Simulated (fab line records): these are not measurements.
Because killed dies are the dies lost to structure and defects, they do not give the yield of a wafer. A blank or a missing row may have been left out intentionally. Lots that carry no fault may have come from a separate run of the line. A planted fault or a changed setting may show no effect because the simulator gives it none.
The same fault as seen by 2 desks :: flow gf180mcu :: numbers are kept per desk, each desk with only its own; the story behind them comes last

DESK OF THE TOOL OWNER: pecvd-03
The tool's own readings at GF_PASSIVATION_CVD_00 (deposits SiO2 from TEOS, target thk 1000 nm, time 111.95 s): means of the sampled wafers that have a number, for each lot that ran on this tool. The brackets show how far a lot's mean lies from the usual mean; more than 4 standard deviations puts the lot out of limits, marked OUT.
Columns: A = heater-power-w at GF_PASSIVATION_CVD_00, usual 605 W; B = run-length-s at GF_PASSIVATION_CVD_00, usual 140.0 s; C = susceptor-temp-C at GF_PASSIVATION_CVD_00, usual 400.01 C
lot: L343
first seen here: day 29 12:55
A: 615
B: 140.5
C: 399.98

lot: L344
first seen here: day 29 16:04
A: 605
B: 140.3
C: 399.81

lot: L356
first seen here: day 33 04:40
A: 635
B: 146.8 (+13) OUT
C: 399.97

lot: L357
first seen here: day 33 08:02
A: 557
B: 146.7 (+12) OUT
C: 399.92
This desk's verdict: out of limits on L356, L357, starting with L356 at day 33 04:40 (run-length-s at GF_PASSIVATION_CVD_00). Within limits: L343, L344.

FROM THE METROLOGY DESK
Lot by lot, what the gauges showed, no matter which tool ran the lot: averages of those sampled wafers that carry a number. The brackets show how far a lot's mean lies from the usual mean; more than 4 standard deviations puts the lot out of limits, marked OUT.
Columns: A = V5_W_RS at GF_V5_RS_MEAS_24, usual 0.327 ohm/sq; B = PASSIVATION_CVD_00_THK at GF_PASSIVATION_THK_MEAS_01, usual 1002 nm
lot: L342
first seen here: day 28 10:14
A: 0.331
B: 984

lot: L343
first seen here: day 28 16:13
A: 0.328
B: 1004

lot: L344
first seen here: day 28 18:46
A: 0.326
B: 1012

lot: L345
first seen here: day 29 07:52
A: 0.325
B: 1016

lot: L347
first seen here: day 29 21:13
A: 0.327
B: 998

lot: L348
first seen here: day 29 22:49
A: 0.325
B: 1000

lot: L350
first seen here: day 30 12:30
A: 0.327
B: 1009

lot: L356
first seen here: day 32 06:15
A: 0.326
B: 1064 (+4.8) OUT

lot: L357
first seen here: day 32 14:47
A: 0.335
B: 1062 (+4.6) OUT

lot: L360
first seen here: day 33 05:10
A: 0.326
B: 987

lot: L361
first seen here: day 33 14:10
A: 0.329
B: 1003

lot: L362
first seen here: day 33 16:11
A: 0.327
B: 1002
Finding of this desk: L356, L357 out of limits, first seen on L356 at day 33 04:44 (PASSIVATION_CVD_00_THK at GF_PASSIVATION_THK_MEAS_01). Within limits: L342, L343, L344, L345, L347, L348, L350, L360, L361, L362.

ALL TOGETHER
On L356, L357, at day 33 04:40, an alarm was possible from the tool owner's desk.
An alarm was possible from the metrology desk at day 33 04:44, on L356, L357.
Of the lots named, all ran GF_PASSIVATION_CVD_00 on pecvd-03.

WHAT THE SIMULATOR HAD PUT IN
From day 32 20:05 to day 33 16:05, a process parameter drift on pecvd-03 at GF_PASSIVATION_CVD_00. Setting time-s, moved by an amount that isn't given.
Lots struck among those shown: L356, L357.
Counting hours from when the fault started, the first reading out of limits came at 9 for the tool owner's desk and at 9 for the metrology desk.
